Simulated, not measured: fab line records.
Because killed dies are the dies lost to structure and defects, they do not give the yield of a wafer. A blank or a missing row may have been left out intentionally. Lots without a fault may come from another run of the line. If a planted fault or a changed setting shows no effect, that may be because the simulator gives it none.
fab line records	flow gf180mcu
record lots=24	wafers=72	last-day=34
route steps=602 shown V3@451 M4@457 M5@537 V5@542
lots that met no fault: from a run of the same line without faults
start-h: the number of hours between the record's first day and the start of the first shown wafer of the lot	wait-h: how many hours have passed since the lot's step before this one	" as in the row above	L1.1+2: a single row standing in for several wafers	- either no value or no given start	* or withheld: withheld	< > ~ a bound
route shown NAME@n: NAME is a module with steps in the file, n the number in the route of the first one	usual: mean/standard deviation of fault-free wafers	same: alike in all rows	chamber/n: place in a boat	sites: per-site readings	_std_site: the standard deviation of these	_edge_site: the outer-site mean with the inner-site mean subtracted	radius-mm: how far each site lies from the wafer's centre	mask NAME#n: copy n	behind: tool/chamber where the wafer was last shaped	hold: what put the lot on hold/how long, in hours/how the hold closed	device: names the non-switching transistor (n, p or np)	end of line: the tests these same wafers got at the end of their route	step lacking rows: just its recipe	killed: count of dies lost to structure and defects at first sort (not the wafer's yield)	map: per-die view of a wafer (x killed, . not killed, _ where there is no die)
set.NAME: the setting that was run; set.NAME@STEP: the one run at that earlier step	model.NAME: the simulator's own value behind a step, which no gauge read
one table for each step of the route and one row for each wafer, over a sample of lots
services: a tool's chamber out of use, with start hour (start-h, from the record's first day; less than 0 if before it), hours out, and reason
## steps
# step GF_V3_SPUTTER_22
# recipe material=TiN	target-thk-nm=10	chamber-pressure-pa=5	power-w=4000	time-s=40
# usual throttle-valve-pct=30.0/0.85
# same time-s=40
lot.wafer	tool	chamber	start-h	wait-h	throttle-valve-pct
L074.2	pvd-sputter-01	-	513.00	0.0	30.9
L074.3	"	-	"	"	30.1
L074.6	"	-	"	"	30.7
L075.1	pvd-sputter-01	-	519.06	0.0	30.4
L075.2	"	-	"	"	29.7
L075.3	"	-	"	"	31.0
L076.2	pvd-sputter-04	-	532.84	0.0	29.4
L076.3	"	-	"	"	28.2
L076.6	"	-	"	"	29.7
L077.4	pvd-sputter-04	-	540.12	0.0	29.6
L077.5	"	-	"	"	28.7
L077.6	"	-	"	"	29.5
L078.1	pvd-sputter-01	-	547.73	0.0	29.7
L078.2	"	-	"	"	30.8
L078.5	"	-	"	"	30.4
L079.1	pvd-sputter-01	-	565.53	0.0	30.5
L079.3	"	-	"	"	29.8
L079.5	"	-	"	"	31.0
L080.2	pvd-sputter-04	-	572.23	0.0	29.2
L080.4	"	-	"	"	29.9
L080.5	"	-	"	"	29.6
L081.1	pvd-sputter-03	-	574.06	0.0	30.6
L081.2	"	-	"	"	29.2
L081.6	"	-	"	"	29.0
L082.2	pvd-sputter-04	-	584.78	0.0	28.5
L082.4	"	-	"	"	29.3
L082.6	"	-	"	"	29.9
L083.3	pvd-sputter-04	-	588.80	0.0	29.6
L083.4	"	-	"	"	29.1
L083.6	"	-	"	"	31.1
L084.2	pvd-sputter-03	-	599.51	0.0	30.3
L084.4	"	-	"	"	29.0
L084.6	"	-	"	"	30.7
L085.1	pvd-sputter-04	-	604.21	0.0	29.9
L085.3	"	-	"	"	30.8
L085.6	"	-	"	"	29.4
L086.1	pvd-sputter-04	-	609.56	0.0	28.6
L086.4	"	-	"	"	29.3
L086.5	"	-	"	"	29.3
L087.2	pvd-sputter-04	-	626.86	0.0	31.1
L087.4	"	-	"	"	30.0
L087.6	"	-	"	"	28.2
L088.2	pvd-sputter-01	-	629.99	0.0	29.8
L088.4	"	-	"	"	31.3
L088.5	"	-	"	"	30.3
L089.1	pvd-sputter-01	-	636.06	0.0	29.8
L089.2	"	-	"	"	30.6
L089.5	"	-	"	"	31.1
L090.3	pvd-sputter-01	-	640.41	0.0	30.6
L090.5	"	-	"	"	29.8
L090.6	"	-	"	"	31.3
L091.1	pvd-sputter-03	-	650.90	0.0	30.4
L091.2	"	-	"	"	29.5
L091.3	"	-	"	"	28.7
L092.1	pvd-sputter-03	-	662.82	0.0	30.3
L092.3	"	-	"	"	29.3
L092.5	"	-	"	"	29.3
L093.1	pvd-sputter-03	-	670.14	0.0	30.9
L093.3	"	-	"	"	29.4
L093.5	"	-	"	"	30.7
L094.2	pvd-sputter-04	-	675.74	0.0	31.2
L094.4	"	-	"	"	29.7
L094.5	"	-	"	"	31.0
L095.2	pvd-sputter-03	-	679.14	0.0	29.0
L095.3	"	-	"	"	30.9
L095.5	"	-	"	"	29.1
L097.1	pvd-sputter-03	-	691.94	0.0	28.5
L097.3	"	-	"	"	30.6
L097.4	"	-	"	"	29.3
L096.1	pvd-sputter-01	-	694.58	0.0	30.7
L096.3	"	-	"	"	31.1
L096.5	"	-	"	"	30.7
# step GF_M4_SPUTTER_01
# recipe material=TiN	target-thk-nm=30	power-w=6500	time-s=25	chamber-pressure-pa=0.4
# usual throttle-valve-pct=30.4/0.92
# same time-s=25
lot.wafer	tool	chamber	start-h	wait-h	throttle-valve-pct
L074.2	pvd-sputter-02	-	513.73	0.1	30.5
L074.3	"	-	"	"	29.7
L074.6	"	-	"	"	29.8
L075.1	pvd-sputter-02	-	519.79	0.1	30.1
L075.2	"	-	"	"	30.6
L075.3	"	-	"	"	29.7
L076.2	pvd-sputter-02	-	533.57	0.1	29.7
L076.3	"	-	"	"	32.7
L076.6	"	-	"	"	29.9
L077.4	pvd-sputter-02	-	540.85	0.1	29.6
L077.5	"	-	"	"	32.6
L077.6	"	-	"	"	30.5
L078.1	pvd-sputter-02	-	548.46	0.1	30.5
L078.2	"	-	"	"	29.9
L078.5	"	-	"	"	30.1
L079.1	pvd-sputter-01	-	566.26	0.1	29.9
L079.3	"	-	"	"	30.8
L079.5	"	-	"	"	30.6
L080.2	pvd-sputter-02	-	572.96	0.1	30.5
L080.4	"	-	"	"	30.0
L080.5	"	-	"	"	30.5
L081.1	pvd-sputter-02	-	574.87	0.1	30.1
L081.2	"	-	"	"	30.8
L081.6	"	-	"	"	29.9
L082.2	pvd-sputter-01	-	585.51	0.1	29.6
L082.4	"	-	"	"	30.5
L082.6	"	-	"	"	29.6
L083.3	pvd-sputter-01	-	589.53	0.1	31.1
L083.4	"	-	"	"	30.8
L083.6	"	-	"	"	31.0
L084.2	pvd-sputter-01	-	600.24	0.1	30.5
L084.4	"	-	"	"	29.6
L084.6	"	-	"	"	30.3
L085.1	pvd-sputter-02	-	604.95	0.1	29.6
L085.3	"	-	"	"	30.0
L085.6	"	-	"	"	32.7
L086.1	pvd-sputter-03	-	610.30	0.1	30.4
L086.4	"	-	"	"	29.3
L086.5	"	-	"	"	30.7
L087.2	pvd-sputter-01	-	627.59	0.1	31.0
L087.4	"	-	"	"	30.5
L087.6	"	-	"	"	30.8
L088.2	pvd-sputter-03	-	630.72	0.1	28.7
L088.4	"	-	"	"	30.3
L088.5	"	-	"	"	30.9
L089.1	pvd-sputter-01	-	636.91	0.1	29.6
L089.2	"	-	"	"	31.0
L089.5	"	-	"	"	29.7
L090.3	pvd-sputter-03	-	641.26	0.1	28.8
L090.5	"	-	"	"	29.4
L090.6	"	-	"	"	29.0
L091.1	pvd-sputter-03	-	651.85	0.1	28.9
L091.2	"	-	"	"	30.9
L091.3	"	-	"	"	29.3
L092.1	pvd-sputter-02	-	663.55	0.1	32.5
L092.3	"	-	"	"	30.3
L092.5	"	-	"	"	29.6
L093.1	pvd-sputter-02	-	670.91	0.1	29.8
L093.3	"	-	"	"	30.5
L093.5	"	-	"	"	29.6
L094.2	pvd-sputter-02	-	676.47	0.1	29.8
L094.4	"	-	"	"	32.3
L094.5	"	-	"	"	30.0
L095.2	pvd-sputter-03	-	679.88	0.1	30.6
L095.3	"	-	"	"	29.0
L095.5	"	-	"	"	30.4
L097.1	pvd-sputter-01	-	692.68	0.1	31.3
L097.3	"	-	"	"	30.5
L097.4	"	-	"	"	30.8
L096.1	pvd-sputter-03	-	695.32	0.1	28.7
L096.3	"	-	"	"	30.5
L096.5	"	-	"	"	28.8
# step GF_M4_SPUTTER_04
# recipe material=TiN	target-thk-nm=50	power-w=6500	time-s=41.7	chamber-pressure-pa=0.4
# usual throttle-valve-pct=30.3/0.95
# same time-s=41.7
lot.wafer	tool	chamber	start-h	wait-h	throttle-valve-pct
L074.2	pvd-sputter-02	-	513.81	0.0	30.6
L074.3	"	-	"	"	30.0
L074.6	"	-	"	"	29.5
L075.1	pvd-sputter-02	-	519.87	0.0	29.9
L075.2	"	-	"	"	30.4
L075.3	"	-	"	"	29.6
L076.2	pvd-sputter-02	-	533.65	0.0	30.0
L076.3	"	-	"	"	32.7
L076.6	"	-	"	"	29.6
L077.4	pvd-sputter-02	-	540.94	0.0	29.8
L077.5	"	-	"	"	32.9
L077.6	"	-	"	"	30.5
L078.1	pvd-sputter-02	-	548.54	0.0	30.3
L078.2	"	-	"	"	29.5
L078.5	"	-	"	"	30.0
L079.1	pvd-sputter-01	-	566.34	0.0	29.6
L079.3	"	-	"	"	30.6
L079.5	"	-	"	"	30.4
L080.2	pvd-sputter-02	-	573.04	0.0	30.7
L080.4	"	-	"	"	29.7
L080.5	"	-	"	"	30.5
L081.1	pvd-sputter-02	-	574.96	0.0	29.8
L081.2	"	-	"	"	30.9
L081.6	"	-	"	"	30.3
L082.2	pvd-sputter-01	-	585.59	0.0	29.6
L082.4	"	-	"	"	30.3
L082.6	"	-	"	"	29.7
L083.3	pvd-sputter-01	-	589.61	0.0	30.9
L083.4	"	-	"	"	30.5
L083.6	"	-	"	"	31.1
L084.2	pvd-sputter-01	-	600.32	0.0	30.2
L084.4	"	-	"	"	29.6
L084.6	"	-	"	"	30.4
L085.1	pvd-sputter-02	-	605.03	0.0	29.8
L085.3	"	-	"	"	29.8
L085.6	"	-	"	"	32.3
L086.1	pvd-sputter-03	-	610.38	0.0	30.5
L086.4	"	-	"	"	29.2
L086.5	"	-	"	"	30.6
L087.2	pvd-sputter-01	-	627.68	0.0	30.9
L087.4	"	-	"	"	30.5
L087.6	"	-	"	"	30.6
L088.2	pvd-sputter-03	-	630.80	0.0	28.9
L088.4	"	-	"	"	30.2
L088.5	"	-	"	"	30.9
L089.1	pvd-sputter-01	-	636.99	0.0	29.5
L089.2	"	-	"	"	30.9
L089.5	"	-	"	"	29.5
L090.3	pvd-sputter-03	-	641.34	0.0	28.8
L090.5	"	-	"	"	29.1
L090.6	"	-	"	"	28.6
L091.1	pvd-sputter-03	-	651.93	0.0	28.8
L091.2	"	-	"	"	30.7
L091.3	"	-	"	"	29.2
L092.1	pvd-sputter-02	-	663.64	0.0	32.5
L092.3	"	-	"	"	30.3
L092.5	"	-	"	"	29.8
L093.1	pvd-sputter-02	-	670.99	0.0	29.9
L093.3	"	-	"	"	30.5
L093.5	"	-	"	"	29.8
L094.2	pvd-sputter-02	-	676.55	0.0	30.0
L094.4	"	-	"	"	32.6
L094.5	"	-	"	"	30.0
L095.2	pvd-sputter-03	-	679.96	0.0	30.9
L095.3	"	-	"	"	28.9
L095.5	"	-	"	"	30.5
L097.1	pvd-sputter-01	-	692.76	0.0	30.8
L097.3	"	-	"	"	30.6
L097.4	"	-	"	"	30.6
L096.1	pvd-sputter-03	-	695.40	0.0	29.3
L096.3	"	-	"	"	30.4
L096.5	"	-	"	"	28.9
# step GF_M4_METAL_ETCH_16
# recipe chemistry=Cl2/BCl3	mask-material=KrF	target-depth-nm=750.8	stop-on=SiO2	pressure-mtorr=8	icp-w=800	bias-w=140	Cl2_flow_sccm=80	bcl3-flow-sccm=40	time-s=125.1
# usual drypump-motor-current-A=6.0/0.38	oes-product-au=0.988/0.0068	throttle-valve-pct=28.232/0.011
# same time-s=125.1
lot.wafer	tool	chamber	start-h	wait-h	drypump-motor-current-A	oes-product-au	rf-hours-counter-h	throttle-valve-pct
L074.2	rie-metal-03	1	537.00	0.0	5.9	0.978	10	28.245
L074.3	"	0	"	"	6.5	0.993	-	28.227
L074.6	"	0	"	"	6.5	0.986	-	28.239
L075.1	rie-metal-03	0	542.29	0.0	6.5	0.987	8	28.214
L075.2	"	1	"	"	6.0	0.977	10	28.239
L075.3	"	0	"	"	6.5	0.994	-	28.240
L076.2	rie-metal-03	1	556.24	0.0	6.0	0.975	10	28.243
L076.3	"	0	"	"	6.5	0.985	-	28.226
L076.6	"	0	"	"	6.5	0.987	-	28.225
L077.4	rie-metal-04	1	563.56	0.1	5.7	0.982	-	28.249
L077.5	"	1	"	"	5.7	0.975	-	28.242
L077.6	"	0	"	"	6.1	0.989	-	28.227
L078.1	rie-metal-04	0	570.89	0.0	6.1	0.995	8	28.215
L078.2	"	1	"	"	5.7	0.981	2	28.251
L078.5	"	0	"	"	6.1	0.983	-	28.232
L079.1	rie-metal-01	0	588.50	0.0	6.1	1.006	13	28.219
L079.3	"	0	"	"	6.1	0.995	-	28.217
L079.5	"	1	"	"	5.2	0.982	-	28.220
L080.2	rie-metal-01	0	594.19	0.0	6.1	1.001	14	28.211
L080.4	"	1	"	"	5.2	0.988	-	28.228
L080.5	"	0	"	"	6.1	1.001	-	28.223
L081.1	rie-metal-03	1	596.32	0.0	5.9	0.985	11	28.231
L081.2	"	0	"	"	6.5	0.999	9	28.230
L081.6	"	1	"	"	6.0	0.981	-	28.246
L082.2	rie-metal-04	0	606.57	0.0	6.1	0.995	9	28.230
L082.4	"	0	"	"	6.1	0.992	-	28.245
L082.6	"	0	"	"	6.1	0.990	-	28.221
L083.3	rie-metal-04	1	610.63	0.1	5.7	0.993	-	28.240
L083.4	"	0	"	"	6.1	0.999	-	28.218
L083.6	"	0	"	"	6.1	0.989	-	28.224
L084.2	rie-metal-01	1	621.00	0.0	5.2	0.993	2	28.241
L084.4	"	1	"	"	5.2	0.991	-	28.223
L084.6	"	1	"	"	5.2	0.994	-	28.235
L085.1	rie-metal-04	1	625.79	0.0	5.7	0.984	3	28.225
L085.3	"	0	"	"	6.1	0.990	-	28.232
L085.6	"	1	"	"	5.7	0.978	-	28.229
L086.1	rie-metal-04	1	630.82	0.0	5.7	0.977	4	28.240
L086.4	"	0	"	"	6.1	0.989	-	28.235
L086.5	"	1	"	"	5.7	0.978	-	28.237
L087.2	rie-metal-01	1	647.39	0.0	5.2	0.982	3	28.239
L087.4	"	0	"	"	6.1	0.988	-	28.233
L087.6	"	1	"	"	5.2	0.992	-	28.230
L088.2	rie-metal-04	0	650.77	0.0	6.1	0.997	10	28.230
L088.4	"	1	"	"	5.7	0.984	-	28.254
L088.5	"	0	"	"	6.1	0.985	-	28.225
L089.1	rie-metal-03	1	656.59	0.0	6.0	0.982	13	28.252
L089.2	"	0	"	"	6.5	0.995	11	28.205
L089.5	"	0	"	"	6.5	0.994	-	28.240
L090.3	rie-metal-04	1	661.39	0.1	5.7	0.983	-	28.228
L090.5	"	0	"	"	6.1	0.986	-	28.227
L090.6	"	1	"	"	5.7	0.985	-	28.248
L091.1	rie-metal-01	0	671.89	0.0	6.1	0.993	0	28.216
L091.2	"	1	"	"	5.2	0.979	5	28.241
L091.3	"	1	"	"	5.2	0.990	-	28.233
L092.1	rie-metal-03	0	683.02	0.0	6.5	0.987	12	28.219
L092.3	"	0	"	"	6.5	0.994	-	28.235
L092.5	"	0	"	"	6.5	0.991	-	28.227
L093.1	rie-metal-03	0	689.17	0.0	6.5	0.987	13	28.240
L093.3	"	0	"	"	6.5	1.000	-	28.222
L093.5	"	0	"	"	6.5	0.991	-	28.238
L094.2	rie-metal-04	0	695.79	0.0	6.1	0.999	12	28.240
L094.4	"	0	"	"	6.1	0.996	-	28.224
L094.5	"	0	"	"	6.1	0.990	-	28.213
L095.2	rie-metal-01	1	698.34	0.0	5.2	0.986	6	28.245
L095.3	"	0	"	"	6.2	0.988	-	28.250
L095.5	"	0	"	"	6.2	0.995	-	28.224
L097.1	rie-metal-04	0	710.95	0.0	6.1	0.982	13	28.226
L097.3	"	0	"	"	6.1	0.985	-	28.239
L097.4	"	1	"	"	5.7	0.984	-	28.224
L096.1	rie-metal-04	0	713.44	0.0	6.1	0.997	13	28.225
L096.3	"	1	"	"	5.7	0.990	-	28.232
L096.5	"	0	"	"	6.1	0.988	-	28.219
# step GF_M5_STRIP_11
# recipe chemistry=O2/N2	power-w=1400	pressure-mtorr=1500	platen-temp-c=250	o2-flow-sccm=3000	n2-flow-sccm=300	overash-fraction=0.5
# usual drypump-motor-current-A=5.3/0.31	heater-power-w=351/35	oes-product-au=0.524/0.0045	strip-time-to-endpoint-s=7.05/0.056
lot.wafer	tool	chamber	start-h	wait-h	drypump-motor-current-A	heater-power-w	oes-product-au	rf-hours-counter-h	strip-time-to-endpoint-s
L074.2	plasma-asher-01	0	605.69	0.1	5.6	345	0.525	14	7.05
L074.3	"	0	"	"	5.6	354	0.527	-	7.03
L074.6	"	0	"	"	5.6	358	0.520	-	7.07
L075.1	plasma-asher-04	0	611.69	0.1	5.7	369	0.538	54	6.98
L075.2	"	1	"	"	5.5	332	0.524	54	7.13
L075.3	"	1	"	"	5.5	329	0.518	-	6.98
L076.2	plasma-asher-01	0	623.76	0.1	5.6	362	0.525	17	7.14
L076.3	"	1	"	"	4.9	330	0.519	-	7.09
L076.6	"	1	"	"	4.9	321	0.530	-	7.12
L077.4	plasma-asher-04	1	630.77	0.1	5.5	323	0.528	-	7.11
L077.5	"	0	"	"	5.6	373	0.527	-	7.11
L077.6	"	1	"	"	5.5	335	0.517	-	7.14
L078.1	plasma-asher-01	0	637.27	0.1	5.6	349	0.520	19	6.94
L078.2	"	1	"	"	4.8	331	0.526	19	7.02
L078.5	"	1	"	"	4.9	336	0.514	-	6.90
L079.1	plasma-asher-01	0	654.02	0.1	5.6	355	0.523	20	7.02
L079.3	"	1	"	"	4.8	333	0.513	-	6.86
L079.5	"	1	"	"	4.9	323	0.518	-	6.91
L080.2	plasma-asher-04	0	658.89	0.2	5.7	380	0.526	60	7.05
L080.4	"	0	"	"	5.7	375	0.529	-	7.08
L080.5	"	0	"	"	5.7	373	0.521	-	7.10
L081.1	plasma-asher-02	0	660.67	0.1	5.1	440	0.528	94	7.06
L081.2	"	1	"	"	5.3	309	0.516	94	7.05
L081.6	"	0	"	"	5.1	438	0.520	-	7.06
L082.2	plasma-asher-01	1	671.12	0.1	4.9	339	0.520	22	7.09
L082.4	"	0	"	"	5.6	347	0.532	-	7.14
L082.6	"	0	"	"	5.6	352	0.530	-	7.11
L083.3	plasma-asher-02	0	674.98	0.2	5.1	439	0.519	-	7.08
L083.4	"	1	"	"	5.3	314	0.522	-	7.08
L083.6	"	0	"	"	5.1	433	0.521	-	7.04
L084.2	plasma-asher-02	0	683.82	0.1	5.1	429	0.524	96	6.96
L084.4	"	1	"	"	5.3	305	0.527	-	6.99
L084.6	"	1	"	"	5.3	315	0.518	-	6.96
L085.1	plasma-asher-01	0	687.77	0.2	5.6	355	0.523	24	7.03
L085.3	"	1	"	"	4.9	335	0.527	-	6.98
L085.6	"	0	"	"	5.6	351	0.521	-	7.00
L086.1	plasma-asher-01	1	693.05	0.1	4.9	332	0.517	24	6.97
L086.4	"	0	"	"	5.6	354	0.519	-	6.95
L086.5	"	1	"	"	4.9	323	0.520	-	7.11
L087.2	plasma-asher-01	1	709.34	0.1	4.9	330	0.527	26	6.99
L087.4	"	1	"	"	4.9	324	0.529	-	7.07
L087.6	"	1	"	"	4.9	327	0.520	-	7.05
L088.2	plasma-asher-02	1	710.94	0.1	5.3	309	0.528	99	7.09
L088.4	"	0	"	"	5.1	432	0.522	-	7.08
L088.5	"	0	"	"	5.1	447	0.528	-	7.07
L089.1	plasma-asher-04	0	716.25	0.1	5.7	384	0.517	66	7.09
L089.2	"	1	"	"	5.5	321	0.533	66	7.07
L089.5	"	0	"	"	5.7	373	0.524	-	7.09
L090.3	plasma-asher-04	0	719.44	0.1	5.7	376	0.527	-	7.08
L090.5	"	0	"	"	5.7	377	0.517	-	7.05
L090.6	"	1	"	"	5.5	333	0.521	-	7.07
L091.1	plasma-asher-01	1	730.54	0.1	4.9	331	0.529	28	7.09
L091.2	"	0	"	"	5.6	349	0.523	28	7.04
L091.3	"	0	"	"	5.6	354	0.525	-	7.05
L092.1	plasma-asher-01	0	740.10	0.1	5.6	354	0.528	30	7.14
L092.3	"	1	"	"	4.9	326	0.523	-	7.06
L092.5	"	0	"	"	5.6	341	0.529	-	7.09
L093.1	plasma-asher-01	1	746.02	0.1	4.9	333	0.525	30	7.07
L093.3	"	0	"	"	5.6	362	0.532	-	7.06
L093.5	"	1	"	"	4.9	327	0.518	-	7.10
L094.2	plasma-asher-02	1	752.55	0.1	5.3	307	0.525	1	7.10
L094.4	"	0	"	"	5.1	409	0.521	-	7.15
L094.5	"	0	"	"	5.1	408	0.531	-	7.14
L095.2	plasma-asher-01	0	754.40	0.2	5.6	352	0.522	31	7.10
L095.3	"	1	"	"	4.9	318	0.525	-	7.06
L095.5	"	1	"	"	4.9	333	0.519	-	7.09
L097.1	plasma-asher-04	0	766.85	0.1	5.7	375	0.517	70	7.08
L097.3	"	1	"	"	5.5	332	0.518	-	7.02
L097.4	"	0	"	"	5.7	388	0.525	-	6.99
L096.1	plasma-asher-02	0	768.22	0.1	5.1	410	0.520	2	7.06
L096.3	"	1	"	"	5.3	310	0.528	-	7.04
L096.5	"	1	"	"	5.3	316	0.523	-	7.08
# step GF_V5_CVD_02
# recipe material=SiO2	target-thk-nm=1450	precursor=TEOS	temp-c=400	time-s=163.28	rf-w=600
# usual heater-power-w=644/100
# same time-s=163.28
lot.wafer	tool	chamber	start-h	wait-h	heater-power-w
L074.2	pecvd-03	2	606.33	0.0	656
L074.3	"	0	"	"	522
L074.6	"	2	"	"	708
L075.1	pecvd-02	2	612.33	0.1	630
L075.2	"	1	"	"	685
L075.3	"	0	"	"	785
L076.2	pecvd-02	0	624.39	0.0	699
L076.3	"	0	"	"	745
L076.6	"	0	"	"	628
L077.4	pecvd-04	0	631.43	0.1	524
L077.5	"	1	"	"	664
L077.6	"	0	"	"	617
L078.1	pecvd-03	1	637.91	0.1	758
L078.2	"	0	"	"	492
L078.5	"	1	"	"	832
L079.1	pecvd-04	2	654.66	0.1	662
L079.3	"	0	"	"	601
L079.5	"	1	"	"	861
L080.2	pecvd-04	1	659.56	0.0	703
L080.4	"	2	"	"	530
L080.5	"	1	"	"	827
L081.1	pecvd-03	0	661.32	0.1	473
L081.2	"	2	"	"	607
L081.6	"	2	"	"	655
L082.2	pecvd-03	2	671.82	0.0	678
L082.4	"	1	"	"	784
L082.6	"	0	"	"	504
L083.3	pecvd-03	1	675.60	0.0	747
L083.4	"	0	"	"	412
L083.6	"	2	"	"	551
L084.2	pecvd-02	2	684.50	0.0	565
L084.4	"	1	"	"	581
L084.6	"	2	"	"	622
L085.1	pecvd-04	1	688.44	0.1	800
L085.3	"	0	"	"	680
L085.6	"	1	"	"	680
L086.1	pecvd-04	0	693.73	0.1	546
L086.4	"	0	"	"	639
L086.5	"	2	"	"	549
L087.2	pecvd-02	2	710.01	0.0	641
L087.4	"	0	"	"	732
L087.6	"	1	"	"	716
L088.2	pecvd-02	2	711.58	0.0	606
L088.4	"	2	"	"	493
L088.5	"	0	"	"	746
L089.1	pecvd-02	1	716.92	0.1	634
L089.2	"	2	"	"	562
L089.5	"	1	"	"	701
L090.3	pecvd-02	1	720.07	0.0	638
L090.5	"	0	"	"	633
L090.6	"	2	"	"	478
L091.1	pecvd-04	1	731.21	0.1	829
L091.2	"	2	"	"	648
L091.3	"	0	"	"	636
L092.1	pecvd-02	0	740.79	0.1	744
L092.3	"	2	"	"	595
L092.5	"	1	"	"	688
L093.1	pecvd-02	0	746.73	0.1	683
L093.3	"	2	"	"	548
L093.5	"	2	"	"	612
L094.2	pecvd-02	0	753.19	0.0	773
L094.4	"	0	"	"	611
L094.5	"	1	"	"	684
L095.2	pecvd-03	1	755.08	0.0	789
L095.3	"	2	"	"	645
L095.5	"	2	"	"	689
L097.1	pecvd-02	1	767.50	0.1	644
L097.3	"	0	"	"	702
L097.4	"	2	"	"	492
L096.1	pecvd-03	0	768.86	0.1	524
L096.3	"	1	"	"	735
L096.5	"	1	"	"	802
## services
tool	chamber	start-h	hours	kind
rie-metal-04	-	498.02	0.2	repair
pecvd-02	-	504.07	5.5	pm
plasma-asher-01	-	514.86	34.5	repair
pvd-sputter-01	-	530.86	3.7	repair
pvd-sputter-04	-	543.65	1.7	repair
pecvd-03	-	557.12	3.4	repair
plasma-asher-01	-	559.27	2.5	repair
pecvd-03	2	579.04	12.5	repair
pvd-sputter-02	-	592.74	2.0	repair
rie-metal-03	-	592.98	2.8	pm
pecvd-03	-	596.76	1.0	repair
pecvd-02	2	621.48	19.0	repair
pvd-sputter-03	-	634.51	2.5	repair
pvd-sputter-04	-	635.54	5.4	repair
pvd-sputter-01	-	669.01	8.0	repair
pecvd-03	-	689.20	19.0	repair
pvd-sputter-01	-	694.80	3.5	repair
pecvd-03	0	698.59	19.5	repair
pecvd-02	2	698.81	7.3	repair
pecvd-02	-	722.52	6.0	pm
rie-metal-03	0	729.63	7.4	repair
pvd-sputter-01	-	739.03	3.0	repair
rie-metal-04	-	752.94	4.6	repair
rie-metal-03	1	764.98	4.1	repair
## key
fault none
